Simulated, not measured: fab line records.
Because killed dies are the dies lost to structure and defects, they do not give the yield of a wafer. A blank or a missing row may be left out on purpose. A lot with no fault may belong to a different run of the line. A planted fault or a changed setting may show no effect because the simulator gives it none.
Chamber matching    flow gf180mcu    GF_SAB_CVD_00 on pecvd-03: 3 sister chambers
The step deposits SiO2 from TEOS, target thk 50 nm, time 4.9302 s. 16 wafers are shown with their chamber, then 8 later ones without.

== WAFERS WITH THEIR CHAMBER ==
wafer   chamber  rf-fwd-power-W (W)  heater-power-outer-w (W)  heater-power-w (W)
L074.2  0        583                 361                       571
L074.4  2        592                 381                       638
L074.6  1        589                 317                       608
L075.1  2        591                 357                       605
L075.3  0        582                 367                       591
L075.6  0        585                 364                       595
L077.1  0        583                 364                       574
L077.2  2        590                 405                       687
L077.4  2        588                 401                       704
L087.3  1        590                 312                       585
L087.4  1        591                 318                       590
L087.5  2        589                 394                       641
L088.1  1        587                 370                       664
L088.3  2        592                 410                       687
L088.6  1        589                 368                       664
L089.1  2        590                 414                       696

SIGNATURES (means of the wafers above)
reading               chamber 0  chamber 1  chamber 2  scatter within a chamber
rf-fwd-power-W        583.25     589.20     590.29     1.44
heater-power-outer-w  364.00     337.00     394.57     21.2
heater-power-w        582.75     622.20     665.43     33.9
Rule: for each reading, subtract the chamber's mean from the wafer's reading, divide by that reading's scatter and square the result; add these up over the readings and take the root, which gives the wafer's distance from the chamber. If the next closest chamber is less than 2 further off than the closest, the wafer can't be placed; otherwise it belongs to the closest. The scatter: take each reading less its chamber's mean, square it, sum over the shown wafers, divide by the number of wafers less the number of chambers, and take the root.

== WAFERS WITH NO CHAMBER GIVEN ==
wafer   rf-fwd-power-W (W)  heater-power-outer-w (W)  heater-power-w (W)
L089.3  590                 381                       682
L089.5  588                 306                       537
L095.1  590                 306                       576
L095.4  586                 364                       607
L095.6  591                 413                       664
L096.1  588                 302                       598
L096.4  585                 364                       595
L096.5  590                 311                       610

== WHICH CHAMBER EACH ONE RAN IN ==
wafer   from the rows above           in truth
L089.3  can't be placed: 2 or 1       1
L089.5  can't be placed: 1 or 0       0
L095.1  1                             1
L095.4  can't be placed: 0 or 1 or 2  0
L095.6  2                             2
L096.1  1                             1
L096.4  0                             0
L096.5  1                             1
Correct placement for 5 of the 8. Not placeable from these rows: 3 (in 3, the candidates include the true chamber). 0 placed wrongly.
